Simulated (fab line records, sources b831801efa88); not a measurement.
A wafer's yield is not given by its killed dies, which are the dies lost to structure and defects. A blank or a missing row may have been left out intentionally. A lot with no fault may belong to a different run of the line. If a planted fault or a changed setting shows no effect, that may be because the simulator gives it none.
fab line records	flow sfqLine
record: lots: 13	wafers: 39	lastDay: 87
route steps=325 shown R5@226 M6@264 I6@266 M8@321
lots with no fault: from the same line, run without faults
startH: start of the lot's first displayed wafer, in hours after the record's first day	waitH: hours from the lot's prior step to this one	" same as the row above	L1.1+2: a row that stands for several wafers	- no value present, or no start provided	* or withheld: withheld	< > ~ a bound
route shown NAME@n: names a module that has steps shown in the file, with the first one's number in the route	usual: mean/standard deviation of fault-free wafers	same: alike in all rows	chamber/n: place in a boat	sites: the reading at each site	_std_site: how widely they spread, as a standard deviation	_edge_site: inner sites' mean taken away from outer sites' mean	radiusMm: how far each site lies from the wafer's centre	mask NAME#n: copy n	behind: tool/chamber where the wafer was last shaped	hold: the reason the lot was held/the length of the hold in hours/how it ended	device: which transistor (n, p or np) failed to switch	end of line: the same wafers' tests at the end of the route	a step with no rows: only its recipe	killed: dies that structure and defects cost at the first sort, which is not the same as the wafer's yield	map: dies across one wafer; x = killed, . = not, _ = none there
set.NAME: the run value of the setting; set.NAME@STEP: its run value at that earlier step	model.NAME: the simulator's own value behind a step, which no gauge read
the route's steps for a sample of lots (tables are steps, rows are wafers)
services: a tool's chamber out of use, with start hour (startH, from the record's first day; less than 0 if before it), hours out, and reason
== steps ==
step: SFQ_TRILAYER_R5_STRIP_STRIP_140
recipe: gas: O2	powerW: 200	platenTempC: 40	overashFraction: 0.65	chemistry: O2	pressureMtorr: 50
usual: drypumpMotorCurrentA: 5.92/0.22	oesProductAu: 0.999/0.013
lot.wafer	tool	chamber	startH	waitH	drypumpMotorCurrentA	oesProductAu	rfHoursCounterH
L299.1	rieMetal-02	0	1446.73	0.0	5.63	0.989	63
L299.5	"	0	"	"	5.63	1.010	-
L299.6	"	1	"	"	5.77	0.989	-
L300.1	rieMetal-03	0	1452.73	0.0	5.93	0.978	7
L300.3	"	0	"	"	5.94	0.993	-
L300.4	"	1	"	"	5.96	1.012	-
L301.2	rieMetal-01	1	1461.13	0.0	6.27	1.007	55
L301.4	"	1	"	"	6.27	0.993	-
L301.6	"	0	"	"	6.10	1.031	-
L302.2	rieMetal-02	0	1465.93	0.0	5.63	1.001	66
L302.5	"	1	"	"	5.74	0.990	-
L302.6	"	0	"	"	5.64	1.003	-
L303.1	rieMetal-02	1	1580.50	0.0	5.71	0.982	7
L303.5	"	0	"	"	5.62	1.010	-
L303.6	"	1	"	"	5.75	0.998	-
L306.2	rieMetal-03	1	1624.76	0.0	5.94	0.998	82
L306.4	"	0	"	"	5.93	0.983	-
L306.6	"	1	"	"	5.96	1.003	-
L309.3	rieMetal-01	0	1635.64	0.2	6.08	1.015	-
L309.4	"	1	"	"	6.27	1.001	-
L309.5	"	0	"	"	6.13	1.012	-
L310.1	rieMetal-01	0	1637.84	0.0	6.11	1.026	36
L310.3	"	0	"	"	6.08	1.020	-
L310.6	"	0	"	"	6.08	1.012	-
L313.1	rieMetal-02	1	1646.24	0.0	5.74	0.998	19
L313.5	"	1	"	"	5.74	0.994	-
L313.6	"	0	"	"	5.63	1.019	-
L315.1	rieMetal-03	0	1654.86	0.0	5.93	0.988	38
L315.3	"	1	"	"	5.96	0.996	-
L315.4	"	0	"	"	5.95	0.990	-
L317.2	rieMetal-02	1	1658.59	0.0	5.75	0.986	21
L317.3	"	1	"	"	5.75	0.986	-
L317.6	"	1	"	"	5.74	0.993	-
L319.2	rieMetal-01	0	1682.14	0.0	6.14	1.027	42
L319.3	"	1	"	"	6.30	1.004	-
L319.4	"	0	"	"	6.11	1.021	-
L321.1	rieMetal-02	1	1684.66	0.1	5.74	0.991	25
L321.3	"	1	"	"	5.74	0.977	-
L321.6	"	1	"	"	5.72	0.987	-
step: SFQ_TRILAYER_M6_STRIP_STRIP_163
recipe: gas: O2	powerW: 200	platenTempC: 40	overashFraction: 0.65	chemistry: O2	pressureMtorr: 50
usual: drypumpMotorCurrentA: 5.9/0.36	oesProductAu: 0.999/0.017
lot.wafer	tool	chamber	startH	waitH	drypumpMotorCurrentA	oesProductAu	rfHoursCounterH
L299.1	rieMetal-03	1	1557.77	0.1	5.9	0.996	72
L299.5	"	1	"	"	5.9	0.986	-
L299.6	"	0	"	"	5.9	0.982	-
L300.1	rieMetal-01	0	1562.57	0.1	6.1	1.014	26
L300.3	"	1	"	"	6.3	0.993	-
L300.4	"	0	"	"	6.1	1.024	-
L301.2	rieMetal-04	0	1569.77	0.1	5.0	0.997	4
L301.4	"	1	"	"	5.8	1.012	-
L301.6	"	0	"	"	5.0	0.994	-
L302.2	rieMetal-01	1	1573.37	0.1	6.3	0.990	69
L302.5	"	0	"	"	6.1	1.014	-
L302.6	"	1	"	"	6.3	0.991	-
L303.1	rieMetal-03	1	1730.76	0.1	6.0	0.995	97
L303.5	"	1	"	"	6.0	0.996	-
L303.6	"	0	"	"	5.9	0.983	-
L306.2	rieMetal-04	0	1892.08	0.1	5.0	0.979	49
L306.4	"	0	"	"	5.0	0.984	-
L306.6	"	0	"	"	5.0	0.977	-
L309.3	rieMetal-01	0	1908.69	0.2	6.1	1.029	-
L309.4	"	1	"	"	6.3	1.003	-
L309.5	"	1	"	"	6.3	1.001	-
L310.1	rieMetal-04	1	1917.07	0.2	5.8	1.013	123
L310.3	"	1	"	"	5.8	1.005	-
L310.6	"	1	"	"	5.8	1.004	-
L313.1	rieMetal-03	1	1927.69	0.1	6.0	0.982	127
L313.5	"	0	"	"	5.9	0.975	-
L313.6	"	1	"	"	6.0	0.971	-
L315.1	rieMetal-04	1	1939.69	0.1	5.8	1.013	130
L315.3	"	0	"	"	5.0	0.991	-
L315.4	"	1	"	"	5.8	1.010	-
L317.2	rieMetal-03	1	1944.55	0.1	6.0	0.986	130
L317.3	"	0	"	"	5.9	0.981	-
L317.6	"	0	"	"	6.0	0.987	-
L319.2	rieMetal-01	0	1954.53	0.1	6.1	1.029	85
L319.3	"	1	"	"	6.3	1.001	-
L319.4	"	0	"	"	6.1	1.016	-
L321.1	rieMetal-04	0	1959.52	0.2	5.0	0.998	56
L321.3	"	0	"	"	5.0	0.994	-
L321.6	"	0	"	"	5.0	0.997	-
step: SFQ_TRILAYER_I6_DEP_PECVD_165
recipe: material: SiO2	tempC: 150	timeS: 111.11	pressureTorr: 2.4	rfW: 183.3	precursor: SiH4/N2O	targetThkNm: 500
usual: heaterPowerW: 90/18	showerheadVppV: 796/43	throttleValvePct: 24.5/1.1
lot.wafer	tool	chamber	startH	waitH	heaterPowerW	showerheadVppV	throttleValvePct
L299.1	pecvd-01	0	1558.55	0.0	74	776	23.3
L299.5	"	2	"	"	73	807	23.7
L299.6	"	0	"	"	76	782	23.3
L300.1	pecvd-04	1	1563.35	0.0	89	749	25.6
L300.3	"	2	"	"	71	820	26.6
L300.4	"	2	"	"	72	793	26.7
L301.2	pecvd-03	1	1570.55	0.0	120	883	26.4
L301.4	"	2	"	"	114	764	25.6
L301.6	"	0	"	"	87	746	24.5
L302.2	pecvd-04	0	1574.15	0.0	87	790	25.6
L302.5	"	0	"	"	89	778	25.6
L302.6	"	1	"	"	77	752	25.5
L303.1	pecvd-04	0	1731.53	0.0	87	791	22.6
L303.5	"	1	"	"	90	750	24.0
L303.6	"	2	"	"	73	817	23.8
L306.2	pecvd-03	1	1892.86	0.0	129	905	26.4
L306.4	"	0	"	"	83	761	24.7
L306.6	"	1	"	"	132	904	26.3
L309.3	pecvd-03	2	1909.28	0.0	106	773	25.6
L309.4	"	0	"	"	91	763	24.3
L309.5	"	1	"	"	125	889	26.3
L310.1	pecvd-03	2	1918.45	0.0	110	764	25.8
L310.3	"	0	"	"	81	770	24.4
L310.6	"	0	"	"	86	766	24.6
L313.1	pecvd-03	1	1928.46	0.0	127	900	26.5
L313.5	"	2	"	"	105	757	25.6
L313.6	"	1	"	"	131	908	26.3
L315.1	pecvd-04	0	1940.46	0.0	92	790	22.9
L315.3	"	1	"	"	91	745	24.2
L315.4	"	0	"	"	76	802	23.1
L317.2	pecvd-03	2	1945.52	0.0	105	769	25.7
L317.3	"	0	"	"	86	768	24.6
L317.6	"	2	"	"	109	766	25.5
L319.2	pecvd-04	2	1955.31	0.0	67	816	24.2
L319.3	"	1	"	"	95	740	24.5
L319.4	"	1	"	"	79	744	24.4
L321.1	pecvd-04	1	1960.89	0.0	90	742	24.4
L321.3	"	2	"	"	63	825	23.9
L321.6	"	1	"	"	94	745	24.3
step: SFQ_TRILAYER_M8_DEP_EVAP_196
recipe: material: Au	angularSpreadDeg: 1	targetThkNm: 180	timeS: 900	powerW: 2000
lot.wafer	tool	chamber	startH	waitH
L299.1+5+6	pvdSputter-01	-	1789.14	0.1
L300.1+3+4	pvdSputter-02	-	1790.34	0.1
L301.2+4+6	pvdSputter-01	-	1791.54	0.1
L302.2+5+6	pvdSputter-02	-	1793.94	0.1
L303.1+5+6	pvdSputter-02	-	1923.81	0.1
L306.2+4+6	pvdSputter-01	-	2010.77	0.1
L309.3+4+5	pvdSputter-02	-	2015.77	0.1
L310.1+3+6	pvdSputter-01	-	2021.38	0.1
L313.1+5+6	pvdSputter-02	-	2033.17	0.1
L315.1+3+4	pvdSputter-02	-	2038.14	0.1
L317.2+3+6	pvdSputter-02	-	2049.90	0.1
L319.2+3+4	pvdSputter-02	-	2066.77	0.1
L321.1+3+6	pvdSputter-02	-	2081.16	0.1
step: SFQ_M8_RS_MEAS_949
recipe: thkMeasGauge: four-point-probe	reads: Au_of_TRILAYER_M8_DEP_EVAP_196+Pt_of_TRILAYER_M8_DEP_EVAP_198+Ti_of_TRILAYER_M8_DEP_EVAP_197
usual: M8_AU_RS: 0.1539/0.0028
lot.wafer	tool	chamber	startH	waitH	M8_AU_RS[ohm/sq]
L299.1	filmMetro-03	-	1789.66	0.3	0.1551
L299.5	"	-	"	"	0.1540
L299.6	"	-	"	"	0.1579
L300.1	filmMetro-04	-	1790.86	0.3	0.1523
L300.3	"	-	"	"	0.1566
L300.4	"	-	"	"	0.1549
L301.2	filmMetro-01	-	1792.08	0.3	0.1550
L301.4	"	-	"	"	0.1567
L301.6	"	-	"	"	0.1568
L302.2	filmMetro-03	-	1794.48	0.3	0.1506
L302.5	"	-	"	"	0.1532
L302.6	"	-	"	"	0.1499
L303.1	filmMetro-04	-	1924.33	0.3	0.1507
L303.5	"	-	"	"	0.1528
L303.6	"	-	"	"	0.1493
L306.2	filmMetro-03	-	2011.30	0.3	0.1520
L306.4	"	-	"	"	0.1559
L306.6	"	-	"	"	0.1544
L309.3	filmMetro-01	-	2016.32	0.3	0.1533
L309.4	"	-	"	"	0.1534
L309.5	"	-	"	"	0.1510
L310.1	filmMetro-03	-	2021.89	0.3	0.1723
L310.3	"	-	"	"	0.1544
L310.6	"	-	"	"	0.1729
L313.1	filmMetro-03	-	2033.68	0.3	0.1523
L313.5	"	-	"	"	0.1520
L313.6	"	-	"	"	0.1505
L315.1	filmMetro-03	-	2038.66	0.3	0.1575
L315.3	"	-	"	"	0.1537
L315.4	"	-	"	"	0.1567
L317.2	filmMetro-04	-	2050.43	0.3	0.1497
L317.3	"	-	"	"	0.1524
L317.6	"	-	"	"	0.1495
L319.2	filmMetro-04	-	2067.31	0.3	0.1519
L319.3	"	-	"	"	0.1528
L319.4	"	-	"	"	0.1498
L321.1	filmMetro-03	-	2081.67	0.3	0.1523
L321.3	"	-	"	"	0.1495
L321.6	"	-	"	"	0.1509
step: SFQ_M8_THK_MEAS_950
recipe: thkMeasGauge: xrf	reads: Au_of_TRILAYER_M8_DEP_EVAP_196
usual: M8_AU_THK: 180/3.2
lot.wafer	tool	chamber	startH	waitH	M8_AU_THK[nm]
L299.1	filmMetro-03	-	1789.78	0.1	179
L299.5	"	-	"	"	180
L299.6	"	-	"	"	175
L300.1	filmMetro-04	-	1790.98	0.1	183
L300.3	"	-	"	"	178
L300.4	"	-	"	"	179
L301.2	filmMetro-01	-	1792.19	0.1	179
L301.4	"	-	"	"	177
L301.6	"	-	"	"	177
L302.2	filmMetro-03	-	1794.59	0.1	184
L302.5	"	-	"	"	180
L302.6	"	-	"	"	185
L303.1	filmMetro-04	-	1924.45	0.1	183
L303.5	"	-	"	"	180
L303.6	"	-	"	"	185
L306.2	filmMetro-03	-	2011.41	0.1	183
L306.4	"	-	"	"	179
L306.6	"	-	"	"	180
L309.3	filmMetro-01	-	2016.42	0.1	180
L309.4	"	-	"	"	180
L309.5	"	-	"	"	184
L310.1	filmMetro-03	-	2022.01	0.1	162
L310.3	"	-	"	"	181
L310.6	"	-	"	"	161
L313.1	filmMetro-03	-	2033.80	0.1	184
L313.5	"	-	"	"	183
L313.6	"	-	"	"	186
L315.1	filmMetro-03	-	2038.78	0.1	178
L315.3	"	-	"	"	181
L315.4	"	-	"	"	178
L317.2	filmMetro-04	-	2050.54	0.1	185
L317.3	"	-	"	"	181
L317.6	"	-	"	"	185
L319.2	filmMetro-04	-	2067.42	0.1	182
L319.3	"	-	"	"	181
L319.4	"	-	"	"	184
L321.1	filmMetro-03	-	2081.79	0.1	182
L321.3	"	-	"	"	186
L321.6	"	-	"	"	184
== services ==
tool	chamber	startH	hours	kind
rieMetal-02	-	1437.83	1.4	pm
pvdSputter-02	-	1467.81	1.9	repair
pecvd-04	-	1484.19	0.5	repair
pvdSputter-02	-	1511.80	10.0	repair
rieMetal-01	0	1537.97	5.5	repair
pecvd-03	-	1539.43	1.0	repair
pecvd-04	-	1548.06	1.0	repair
pecvd-03	1	1560.59	3.9	repair
rieMetal-01	-	1594.38	0.6	repair
pvdSputter-02	-	1602.81	0.6	repair
rieMetal-02	0	1613.74	14.9	repair
pecvd-03	-	1646.93	14.6	pm
pecvd-04	-	1650.95	0.8	repair
rieMetal-01	-	1689.12	0.3	repair
rieMetal-03	1	1721.10	3.7	repair
pvdSputter-02	-	1726.73	2.1	repair
rieMetal-03	-	1766.97	0.3	repair
rieMetal-03	-	1787.60	5.7	repair
rieMetal-01	-	1795.53	2.8	pm
pvdSputter-02	-	1847.64	2.5	repair
pvdSputter-02	-	1875.37	1.1	repair
rieMetal-01	1	1949.78	1.0	repair
rieMetal-03	-	1950.24	2.8	pm
rieMetal-01	0	1971.81	4.8	repair
== key ==
firstSign: step: SFQ_M8_RS_MEAS_949	reading: M8_AU_RS	direction: up	sigmas: 6.7	usual: 0.1539	struck: 0.1726
effect: step: SFQ_M8_THK_MEAS_950	reading: M8_AU_THK	direction: down	sigmas: 5.9	usual: 180	struck: 162
metAt SFQ_TRILAYER_M8_DEP_EVAP_196
struckLots L310
struckWafers L310.1,L310.6
notActingAt SFQ_TRILAYER_R5_STRIP_STRIP_140,SFQ_TRILAYER_M6_STRIP_STRIP_163,SFQ_TRILAYER_I6_DEP_PECVD_165
onsetBetween 2010.77 2021.38
fault: kind: processParameterDrift	tool: pvdSputter-01	chamber: -	onsetH: 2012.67	steps: SFQ_TRILAYER_M8_DEP_EVAP_196	channel: timeS	offset: *	shape: step	endH: 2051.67	actsIn: *	stated: *	scope: struckWafersOnly
